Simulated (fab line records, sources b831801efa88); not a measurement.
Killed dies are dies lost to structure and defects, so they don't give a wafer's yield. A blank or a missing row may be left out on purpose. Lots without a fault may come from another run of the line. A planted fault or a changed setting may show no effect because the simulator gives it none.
A struck lot beside a sound one | flow gf180mcu | 18 steps out of a route of 602
Sound: wafers L444.3, L444.4, L444.5. Struck: wafers L463.3, L463.5, L463.6. The cause comes at the end.
At each step with rows: each side's tool, then ch and its chambers, then its first start. Under that, the readings that differ: sound wafers | struck wafers | difference of the means | sigmas: that difference in standard deviations of wafers without a fault.
alike: readings whose means differ by less than 2 such deviations, and words and numbers that are the same on both sides. not compared: withheld readings, readings that some wafer has no value for, bounds like >300 that may hide the same value, and numbers for which the record gives no deviation and whose values overlap.
The two part at a step that has a row with sigmas, a row that says differs or no value, or rows on one side only. Numbers that don't overlap but have no deviation are shown without sigmas and don't part them. A reading that every wafer of one side lacks parts them only if that side has two wafers or more.

GF_V2_CMP_26: polishes, stops on SiO2, t overpolish 15 s, target thk 0 nm.
  sound on cmp-02 ch 0,2,3, day 20 14:07; struck on cmp-01 ch 2,3, day 27 06:37
  alike: motor_current_A, overpolish_run_s, slurry_flow_ml_min, time_to_endpoint_s
GF_M3_SPUTTER_00: material Ti, target thk 37.5 nm, time 150 s.
  sound on pvd_sputter-04, day 20 14:22; struck on pvd_sputter-04, day 27 06:52
  alike: throttle_valve_pct
GF_M3_SPUTTER_01: material TiN, target thk 30 nm, time 25 s.
  sound on pvd_sputter-04, day 20 14:28; struck on pvd_sputter-04, day 27 06:58
  alike: throttle_valve_pct
GF_M3_SPUTTER_02: material AlCu, target thk 450 nm, time 23.9 s.
  sound on pvd_sputter-04, day 20 14:29; struck on pvd_sputter-04, day 27 07:00
  alike: throttle_valve_pct
then, 2 steps without rows for these wafers: GF_M3_SPUTTER_03 (material Ti, target thk 10 nm, time 6.7 s); GF_M3_SPUTTER_04 (material TiN, target thk 50 nm, time 41.7 s).
GF_M3_RS_MEAS_05: measures by four-point-probe.
  sound on film_metro-02, day 20 14:37; struck on film_metro-01, day 27 07:08
  alike: M3_ALCU_RS
GF_M3_THK_MEAS_06: measures by xrf.
  sound on film_metro-02, day 20 14:43; struck on film_metro-01, day 27 07:14
  alike: M3_ALCU_THK
then, 4 steps without rows for these wafers: GF_M3_DEHYDRATE_07 (time 60 s); GF_M3_HMDS_08 (prime time 60 s); GF_M3_COAT_09 (resist thk 1000 nm); GF_M3_SOFTBAKE_10 (time 60 s).
GF_M3_EXPOSE_11: exposes mask Metal3, target cd 280 nm.
  sound on krf_scanner-01 ch 0, day 21 02:44; struck on krf_scanner-01 ch 0, day 27 17:46
  reading                    | sound                   | struck         | difference | sigmas
  model.M3.overlay_x_nm (nm) | 0.02852 0.02852 0.02852 | 42.1 42.1 42.1 | +42.1      |
  alike: mask
then, 2 steps without rows for these wafers: GF_M3_PEB_12 (peb time 90 s); GF_M3_DEVELOP_13 (develop time 60 s).
GF_M3_CD_MEAS_14: target cd 280 nm.
  sound on cd_sem-02, day 21 14:19; struck on cd_sem-02, day 28 03:24
  alike: cd_nm
GF_M3_OVL_MEAS_15:
  sound on overlay-02, day 21 14:24; struck on overlay-01, day 28 03:29
  reading     | sound    | struck   | difference | sigmas
  M3_OVL (nm) | -2 -3 -7 | 46 40 45 | +48        | +8
GF_M3_METAL_ETCH_16: etches the open film in Cl2/BCl3, stops on SiO2, target depth 750.8 nm, time 125.1 s.
  sound on rie_metal-01 ch 0,1, day 21 14:28; struck on rie_metal-01 ch 0,1, day 28 03:34
  alike: bcl3_flow_sccm, drypump_motor_current_A, oes_product_au, throttle_valve_pct
  not compared: rf_hours_counter_h

WHERE THEY PART
Only at GF_M3_OVL_MEAS_15, within this record. Later steps at which nothing parts them and some readings are alike: GF_M3_METAL_ETCH_16.

WHY: what the simulator had put in
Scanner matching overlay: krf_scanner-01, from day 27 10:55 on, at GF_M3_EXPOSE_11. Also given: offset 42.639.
